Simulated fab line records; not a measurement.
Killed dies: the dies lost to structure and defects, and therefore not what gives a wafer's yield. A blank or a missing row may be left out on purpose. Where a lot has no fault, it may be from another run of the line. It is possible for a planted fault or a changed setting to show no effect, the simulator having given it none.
fab line records ; flow sky130
record lots=7; wafers=21; lastDay=50
route steps=708 shown POLY_GATE@213 RES_PROTECT@214
lots that met no fault: taken from a fault-free run of the same line
startH: the number of hours between the record's first day and the start of the first shown wafer of the lot ; waitH: how many hours have passed since the lot's step before this one ; " unchanged from the row above ; L1.1+2: a row that stands for several wafers ; - no value, or no start was given ; * or withheld: withheld ; < > ~ a bound
route shown NAME@n: NAME is a module with steps in the file, n the number in the route of the first one ; usual: mean/standard deviation of fault-free wafers ; same: alike in all rows ; chamber/n: place in a boat ; sites: each site's reading ; _std_site: standard deviation across them ; _edge_site: mean of outer sites minus mean of inner sites ; radiusMm: for every site, how far away it sits from the centre of the wafer ; mask NAME#n: copy n ; behind: the most recent tool/chamber to have shaped the wafer ; hold: why the lot went on hold/how many hours it stayed there/how the hold came to an end ; device: transistor that didn't switch, given as n, p or np ; end of line: tests run on the same wafers once the route is complete ; a step without rows: its recipe alone ; killed: the dies lost at the first sort to structure and to defects; this is not the yield of the wafer ; map: the dies of a wafer, with x for killed, . for not killed, _ for no die there
set.NAME: the run value of the setting; set.NAME@STEP: its run value at that earlier step ; model.NAME: the simulator's own value behind a step, which no gauge read
lots seen at some steps along the route; tables by step, rows by wafer
services: when a tool's chamber went out of use (startH, in hours from the record's first day, below 0 if earlier), for how many hours, and the reason
## steps
# step SKY_POLY_GATE_IMPLANT_02
# recipe species=P; energyKev=30; doseCm2=7.7e+15; tiltDeg=0
# step SKY_RES_PROTECT_STRIP_07
# recipe chemistry=O2/N2; powerW=1400; pressureMtorr=1500; platenTempC=withheld; o2FlowSccm=3000; n2FlowSccm=300; overashFraction=0.5
# usual drypumpMotorCurrentA=6.12/0.27; n2FlowSccm=300.0/0.9; oesProductAu=0.517/0.0046; stripTimeToEndpointS=23.28/0.048
lot.wafer;tool;chamber;startH;waitH;drypumpMotorCurrentA;n2FlowSccm;oesProductAu;rfHoursCounterH;stripTimeToEndpointS
L435.4;plasmaAsher-03;0;394.08;0.1;5.81;299.5;0.516;-;23.29
L435.5;plasmaAsher-03;0;394.08;0.1;5.79;300.6;0.511;-;23.27
L435.6;plasmaAsher-03;1;394.08;0.1;6.52;298.8;0.511;-;23.33
L438.2;plasmaAsher-03;1;421.45;0.1;6.53;300.1;0.519;73;23.30
L438.3;plasmaAsher-03;1;421.45;0.1;6.52;300.6;0.513;-;23.28
L438.5;plasmaAsher-03;1;421.45;0.1;6.50;300.4;0.525;-;23.29
L447.1;plasmaAsher-04;0;499.54;0.1;6.03;300.1;0.520;7;23.34
L447.2;plasmaAsher-04;1;499.54;0.1;6.21;300.7;0.520;7;23.34
L447.4;plasmaAsher-04;1;499.54;0.1;6.25;300.4;0.515;-;23.35
L446.3;plasmaAsher-03;1;500.87;0.1;6.50;301.8;0.521;-;23.31
L446.5;plasmaAsher-03;0;500.87;0.1;5.78;300.2;0.512;-;23.31
L446.6;plasmaAsher-03;1;500.87;0.1;6.51;300.2;0.512;-;23.36
L448.2;plasmaAsher-03;0;507.44;0.1;5.77;299.2;0.515;80;23.43
L448.3;plasmaAsher-03;1;507.44;0.1;6.50;300.8;0.521;-;23.43
L448.4;plasmaAsher-03;0;507.44;0.1;5.79;301.3;0.521;-;23.40
L449.3;plasmaAsher-03;1;516.82;0.1;6.50;299.6;0.512;-;23.30
L449.4;plasmaAsher-03;0;516.82;0.1;5.80;301.1;0.512;-;23.21
L449.5;plasmaAsher-03;0;516.82;0.1;5.80;301.1;0.520;-;23.25
L451.2;plasmaAsher-04;1;531.45;0.1;6.24;300.5;0.520;11;23.33
L451.5;plasmaAsher-04;0;531.45;0.1;6.05;300.0;0.523;-;23.29
L451.6;plasmaAsher-04;1;531.45;0.1;6.25;300.7;0.520;-;23.31
# step SKY_RES_PROTECT_TW_MEAS_08
# usual POLY_GATE_TW=4029/25
lot.wafer;tool;chamber;startH;waitH;POLY_GATE_TW
L435.4;filmMetro-02;-;394.17;0.1;4016
L435.5;filmMetro-02;-;394.17;0.1;4028
L435.6;filmMetro-02;-;394.17;0.1;4007
L438.2;filmMetro-03;-;421.56;0.1;4012
L438.3;filmMetro-03;-;421.56;0.1;4020
L438.5;filmMetro-03;-;421.56;0.1;4004
L447.1;filmMetro-02;-;499.64;0.1;4029
L447.2;filmMetro-02;-;499.64;0.1;4021
L447.4;filmMetro-02;-;499.64;0.1;4012
L446.3;filmMetro-04;-;500.96;0.1;3997
L446.5;filmMetro-04;-;500.96;0.1;4005
L446.6;filmMetro-04;-;500.96;0.1;4012
L448.2;filmMetro-04;-;507.55;0.1;4000
L448.3;filmMetro-04;-;507.55;0.1;3984
L448.4;filmMetro-04;-;507.55;0.1;4000
L449.3;filmMetro-02;-;516.91;0.1;4071
L449.4;filmMetro-02;-;516.91;0.1;4055
L449.5;filmMetro-02;-;516.91;0.1;4052
L451.2;filmMetro-04;-;531.56;0.1;3977
L451.5;filmMetro-04;-;531.56;0.1;3988
L451.6;filmMetro-04;-;531.56;0.1;3992
# step SKY_RES_PROTECT_CLEAN_09
# recipe chemistry=SC1/SC2; mix=1:4:20; tempC=70; timeS=150; dry=n2Spin
# step SKY_POLY_GATE_CVD_03
# recipe material=Si3N4; precursor=DCS/NH3; targetThkNm=75; tempC=770; timeS=1290; pressureMtorr=250
# step SKY_POLY_GATE_THK_MEAS_04
# recipe reads=Si3N4_of_POLY_GATE_CVD_03
# usual POLY_GATE_CVD_03_THK=74.8/0.66
lot.wafer;tool;chamber;startH;waitH;POLY_GATE_CVD_03_THK[nm]
L435.4;filmMetro-03;-;396.96;0.0;74.1
L435.5;filmMetro-03;-;396.96;0.0;74.7
L435.6;filmMetro-03;-;396.96;0.0;74.4
L438.2;filmMetro-03;-;423.13;0.0;75.2
L438.3;filmMetro-03;-;423.13;0.0;74.9
L438.5;filmMetro-03;-;423.13;0.0;74.9
L447.1;filmMetro-01;-;501.11;0.0;75.1
L447.2;filmMetro-01;-;501.11;0.0;75.0
L447.4;filmMetro-01;-;501.11;0.0;74.9
L446.3;filmMetro-04;-;503.54;0.0;74.8
L446.5;filmMetro-04;-;503.54;0.0;75.3
L446.6;filmMetro-04;-;503.54;0.0;75.1
L448.2;filmMetro-04;-;509.07;0.0;74.8
L448.3;filmMetro-04;-;509.07;0.0;74.7
L448.4;filmMetro-04;-;509.07;0.0;74.7
L449.3;filmMetro-01;-;518.38;0.0;75.2
L449.4;filmMetro-01;-;518.38;0.0;75.6
L449.5;filmMetro-01;-;518.38;0.0;75.0
L451.2;filmMetro-01;-;533.87;0.0;75.0
L451.5;filmMetro-01;-;533.87;0.0;74.7
L451.6;filmMetro-01;-;533.87;0.0;74.9
# step SKY_POLY_GATE_DEHYDRATE_05
# recipe tempC=200; timeS=60
# step SKY_POLY_GATE_HMDS_06
# recipe primeTimeS=60; primeTempC=120
# step SKY_POLY_GATE_COAT_07
# recipe resist=BARC; tempC=withheld; timeS=withheld; spinRpm=3000; resistThkNm=110
# step SKY_POLY_GATE_COAT_08
# recipe resist=KrF-thick; spinRpm=3000; resistThkNm=450
# step SKY_POLY_GATE_SOFTBAKE_09
# recipe tempC=100; timeS=87.27; resist=KrF-thick
# step SKY_POLY_GATE_EXPOSE_10
# recipe maskId=P1M; na=0.68; sourceShape=conventional; sigmaOuter=0.6; targetCdNm=150; doseMj=28
# step SKY_POLY_GATE_PEB_11
# recipe pebTempC=withheld; pebTimeS=withheld; resist=KrF-thick
# usual chillPlateTempC=*; exhaustPa=45.1/0.91
lot.wafer;tool;chamber;startH;waitH;chillPlateTempC;exhaustPa
L435.4;lithoTrack-04;0;426;-;*;44.6
L435.5;lithoTrack-04;0;426;-;*;45.8
L435.6;lithoTrack-04;0;426;-;*;44.2
L438.2;lithoTrack-03;0;453;-;*;44.4
L438.3;lithoTrack-03;0;454;-;*;42.7
L438.5;lithoTrack-03;0;454;-;*;45.2
L447.1;lithoTrack-04;-;531;-;-;-
L447.2;lithoTrack-04;-;531;-;-;-
L447.4;lithoTrack-04;-;531;-;-;-
L446.3;lithoTrack-04;-;534;-;-;-
L446.5;lithoTrack-04;-;534;-;-;-
L446.6;lithoTrack-04;-;534;-;-;-
L448.2;lithoTrack-04;-;540;-;-;-
L448.3;lithoTrack-04;-;540;-;-;-
L448.4;lithoTrack-04;-;540;-;-;-
L449.3;lithoTrack-03;0;548;-;*;43.4
L449.4;lithoTrack-03;0;548;-;*;44.9
L449.5;lithoTrack-03;0;548;-;*;46.0
L451.2;lithoTrack-02;0;563;-;*;46.4
L451.5;lithoTrack-02;0;563;-;*;45.3
L451.6;lithoTrack-02;0;563;-;*;47.5
# step SKY_POLY_GATE_DEVELOP_12
# recipe developTimeS=60; resist=KrF-thick; devTempC=21
## services
tool;chamber;startH;hours;kind
plasmaAsher-04;-;421.25;9.0;pm
plasmaAsher-04;0;421.25;9.0;ventCycle
plasmaAsher-04;1;421.25;9.0;ventCycle
plasmaAsher-04;0;430.25;-;clean
plasmaAsher-04;1;430.25;-;clean
plasmaAsher-03;-;449.51;0.4;repair
plasmaAsher-03;-;461.41;14.6;pm
plasmaAsher-03;-;527.25;6.4;repair
plasmaAsher-04;-;538.73;4.2;repair
## key
firstSign step=SKY_POLY_GATE_PEB_11; reading=toolRecord; direction=missing
effect none on later readings
metAt SKY_POLY_GATE_PEB_11
struckWafers L446.3,L446.5,L446.6,L447.1,L447.2,L447.4,L448.2,L448.3,L448.4
laterRowsLeftOut L446.3,L446.5,L446.6,L447.1,L447.2,L447.4,L448.2,L448.3,L448.4
sortLeftOut L446.3,L446.5,L446.6,L447.1,L447.2,L447.4,L448.2,L448.3,L448.4
testerLeftOut L446,L447,L448
onsetBetween 426 531
fault kind=skippedStepWhole; tool=lithoTrack-04; chamber=-; onsetH=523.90; steps=SKY_POLY_GATE_PEB_11; scope=struckLotsOnly
# testerLeftOut: of these lots the tester's yield and bins aren't shown, on N5 and GAA mostly nor the transistor test; their killed dies are dies lost to structure and defects alone, not to doping, threshold or leakage, so they don't give the yield
# sortLeftOut: the simulated sort isn't trusted on such a fault, so these wafers' sort isn't shown, and their yield isn't known
# laterRowsLeftOut: the simulator's readings of these wafers behind a module that went badly wrong aren't trusted and aren't shown, but for the sort
